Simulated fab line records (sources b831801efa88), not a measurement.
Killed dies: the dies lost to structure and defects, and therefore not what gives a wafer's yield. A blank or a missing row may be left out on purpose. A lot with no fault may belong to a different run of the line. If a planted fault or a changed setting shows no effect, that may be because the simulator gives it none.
Which tool did it?    flow sky130    11 lots, 33 wafers sampled, at 6 steps of a route of 708

## WHAT EACH GAUGE READ, for each wafer
SKY_POLY_GATE_CD_MEAS_13: target cd 150 nm. Usual: cd nm 149.8 nm, standard deviation 1.3.
lot   measured      on         cd nm (nm)         flag
L923  day 17 00:58  cd sem-02  149.7 151.0 151.3  
L924  day 17 06:06  cd sem-01  149.6 147.9 150.1  
L925  day 17 23:08  cd sem-01  151.1 151.4 151.3  
L930  day 19 19:26  cd sem-02  149.3 150.8 150.3  
L931  day 19 20:14  cd sem-02  149.7 149.2 149.4  
L933  day 20 20:53  cd sem-02  148.9 149.1 149.2  
L937  day 22 07:03  cd sem-01  149.7 150.5 149.6  
L939  day 23 13:57  cd sem-02  150.6 150.0 149.5  
L940  day 23 14:17  cd sem-02  150.9 149.6 149.2  
L941  day 24 00:42  cd sem-02  150.2 149.2 150.6  
L944  day 24 19:26  cd sem-02  148.5 148.6 148.3  

SKY_LDD_N_OVL_MEAS_07. Usual: for LDD_N_OVL the level is -0.1 nm and the standard deviation is 1.3.
lot   measured      on          LDD_N_OVL (nm)  flag
L923  day 18 10:07  overlay-02  -0.9 -1.0 -1.1  
L924  day 18 14:27  overlay-02  0.2 -1.5 0.5    
L925  day 19 07:54  overlay-02  1.7 2.6 0.7     
L930  day 21 03:56  overlay-02  -1.2 0.8 -1.0   
L931  day 21 05:18  overlay-02  -2.2 -1.5 -2.2  
L933  day 22 04:59  overlay-02  -2.2 -1.8 -1.9  
L937  day 23 16:06  overlay-02  2.3 1.3 1.7     
L939  day 24 21:07  overlay-01  -0.2 0.8 1.0    
L940  day 24 22:00  overlay-01  -0.8 0.6 -1.0   
L941  day 25 08:40  overlay-02  0.5 0.7 0.3     
L944  day 26 03:03  overlay-02  -0.4 -1.5 1.0   

SKY_LDD_N_TW_MEAS_17. Usual: for LDD_N_TW the level is 2590 and the standard deviation is 27.
lot   measured      on             LDD_N_TW                       flag
L923  day 18 11:28  film metro-04  2601 2604 2610                 
L924  day 18 15:47  film metro-02  2571 2582 2582                 
L925  day 19 09:14  film metro-03  2554 2549 2571                 
L930  day 21 05:16  film metro-02  2894 2898 2906 2885 2896 2893  OFF
L931  day 21 06:38  film metro-04  2627 2617 2624                 
L933  day 22 06:19  film metro-03  2844 2833 2858 2858 2838 2848  OFF
L937  day 23 17:26  film metro-03  2557 2553 2559                 
L939  day 24 23:34  film metro-04  2603 2619 2616                 
L940  day 24 23:20  film metro-02  2566 2572 2568                 
L941  day 25 10:00  film metro-02  2580 2599 2592                 
L944  day 26 04:23  film metro-03  2587 2578 2591                 

## WHICH TOOL RAN EACH LOT (tool, then ch and the chambers of the sampled wafers, then the start)
lot   SKY_POLY_GATE_STRIP_18                SKY_LDD_N_IMPLANT_10             SKY_LDD_N_STRIP_16
L923  plasma asher-01 ch 0,1, day 17 01:22  implanter-04 ch 0, day 18 10:29  plasma asher-02 ch 0,1, day 18 11:22
L924  plasma asher-03 ch 0,1, day 17 06:30  implanter-01 ch 0, day 18 14:47  plasma asher-01 ch 0,1, day 18 15:41
L925  plasma asher-01 ch 0,1, day 17 23:32  implanter-01 ch 0, day 19 08:14  plasma asher-03 ch 0,1, day 19 09:08
L930  plasma asher-01 ch 0,1, day 19 19:50  implanter-01 ch 0, day 21 04:16  plasma asher-02 ch 0,1, day 21 05:10
L931  plasma asher-01 ch 0,1, day 19 20:38  implanter-03 ch 0, day 21 05:38  plasma asher-03 ch 0,1, day 21 06:32
L933  plasma asher-04 ch 0, day 20 21:16    implanter-01 ch 0, day 22 05:19  plasma asher-02 ch 1, day 22 06:13
L937  plasma asher-03 ch 0,1, day 22 07:27  implanter-04 ch 0, day 23 16:26  plasma asher-01 ch 1, day 23 17:20
L939  plasma asher-03 ch 0, day 23 14:19    implanter-01 ch 0, day 24 21:28  plasma asher-02 ch 0,1, day 24 23:28
L940  plasma asher-03 ch 0,1, day 23 14:40  implanter-03 ch 0, day 24 22:20  plasma asher-01 ch 0,1, day 24 23:14
L941  plasma asher-04 ch 0,1, day 24 01:04  implanter-01 ch 0, day 25 09:01  plasma asher-02 ch 0,1, day 25 09:53
L944  plasma asher-03 ch 0, day 24 19:49    implanter-03 ch 0, day 26 03:23  plasma asher-01 ch 0,1, day 26 04:17
- SKY_POLY_GATE_STRIP_18: strips in O2/N2.
- SKY_LDD_N_IMPLANT_10
- SKY_LDD_N_STRIP_16: strips in O2/N2.

## AS READ BY THE TOOLS THEMSELVES (means over the sampled wafers that have a number; for cases with no such wafer, the mark the record gives instead)
SKY_POLY_GATE_STRIP_18. Usual: drypump motor current A 6.00 A, standard deviation 0.29; oes product au 0.361 a.u., standard deviation 0.0051; strip time to endpoint s 3.17 s, standard deviation 0.041.
lot   tool             drypump motor current A (A)  oes product au (a.u.)  strip time to endpoint s (s)  flag
L923  plasma asher-01  6.38                         0.357                  3.16                          
L924  plasma asher-03  5.98                         0.360                  3.21                          
L925  plasma asher-01  6.37                         0.359                  3.19                          
L930  plasma asher-01  6.32                         0.364                  3.22                          
L931  plasma asher-01  6.39                         0.360                  3.17                          
L933  plasma asher-04  5.95                         0.358                  3.18                          
L937  plasma asher-03  6.00                         0.360                  3.13                          
L939  plasma asher-03  5.90                         0.361                  3.14                          
L940  plasma asher-03  6.09                         0.361                  3.23                          
L941  plasma asher-04  5.81                         0.362                  3.17                          
L944  plasma asher-03  5.90                         0.360                  3.20                          

SKY_LDD_N_IMPLANT_10. Usual: beam on s 9.99 s, standard deviation 0.18; dose ions cm2 7.499e+13, standard deviation 8.3e+10; end station pressure torr 5.3e-06 Torr, standard deviation 2.7e-07; faraday current uA 423, standard deviation 7.8.
lot   tool          beam on s (s)  dose ions cm2  end station pressure torr (Torr)  faraday current uA  flag
L923  implanter-04  9.87           7.487e+13      5.1e-06                           428                 
L924  implanter-01  9.91           7.499e+13      5.3e-06                           426                 
L925  implanter-01  9.83           7.501e+13      5.4e-06                           430                 
L930  implanter-01  41.67          3.731e+14      5.1e-06                           504                 OFF
L931  implanter-03  10.18          7.497e+13      5.4e-06                           415                 
L933  implanter-01  42.26          3.730e+14      4.9e-06                           498                 OFF
L937  implanter-04  9.96           7.492e+13      5.2e-06                           426                 
L939  implanter-01  9.91           7.509e+13      5.3e-06                           426                 
L940  implanter-03  9.81           7.497e+13      5.4e-06                           432                 
L941  implanter-01  9.97           7.489e+13      5.1e-06                           424                 
L944  implanter-03  10.06          7.500e+13      5.6e-06                           421                 

SKY_LDD_N_STRIP_16. Usual: drypump motor current A 5.8 A, standard deviation 0.55; oes product au 0.406 a.u., standard deviation 0.0043; strip time to endpoint s 4.314 s, standard deviation 0.016.
lot   tool             drypump motor current A (A)  oes product au (a.u.)  strip time to endpoint s (s)  flag
L923  plasma asher-02  5.2                          0.404                  4.334                         
L924  plasma asher-01  6.4                          0.406                  4.314                         
L925  plasma asher-03  6.1                          0.408                  4.325                         
L930  plasma asher-02  5.1                          0.407                  5.064                         OFF
L931  plasma asher-03  6.1                          0.407                  4.316                         
L933  plasma asher-02  4.9                          0.403                  5.059                         OFF
L937  plasma asher-01  6.3                          0.405                  4.312                         
L939  plasma asher-02  5.1                          0.407                  4.308                         
L940  plasma asher-01  6.4                          0.408                  4.301                         
L941  plasma asher-02  5.3                          0.408                  4.300                         
L944  plasma asher-01  6.4                          0.406                  4.316                         

## THE ANSWER, worked out from the rows above alone
Rule: a lot is off if the mean of its wafers that have a number lies more than 3 standard deviations from the usual mean. A lot without any number at a reading at which 4 lots or more have one is off too. Any other lot the step has rows for is counted as sound. The gauges are gone through in route order, then the tools' own readings, and for those a lot's mean is taken as printed above. The first step at which some lot is off is used, and at that step the reading that is off furthest; a lot without a number counts as furthest.
Off: at SKY_LDD_N_TW_MEAS_17 (LDD_N_TW), L930, L933.
A tool fits if, at a process step before that reading, it ran every lot that is off, and no sound lot after the first of them. Not tried: the gauges at SKY_LDD_N_TW_MEAS_17; whatever is off there is also off at SKY_LDD_N_IMPLANT_10, on other tools, and gauge error can't account for it. None of those tried fits.

## WHAT THE SIMULATOR HAD INSERTED
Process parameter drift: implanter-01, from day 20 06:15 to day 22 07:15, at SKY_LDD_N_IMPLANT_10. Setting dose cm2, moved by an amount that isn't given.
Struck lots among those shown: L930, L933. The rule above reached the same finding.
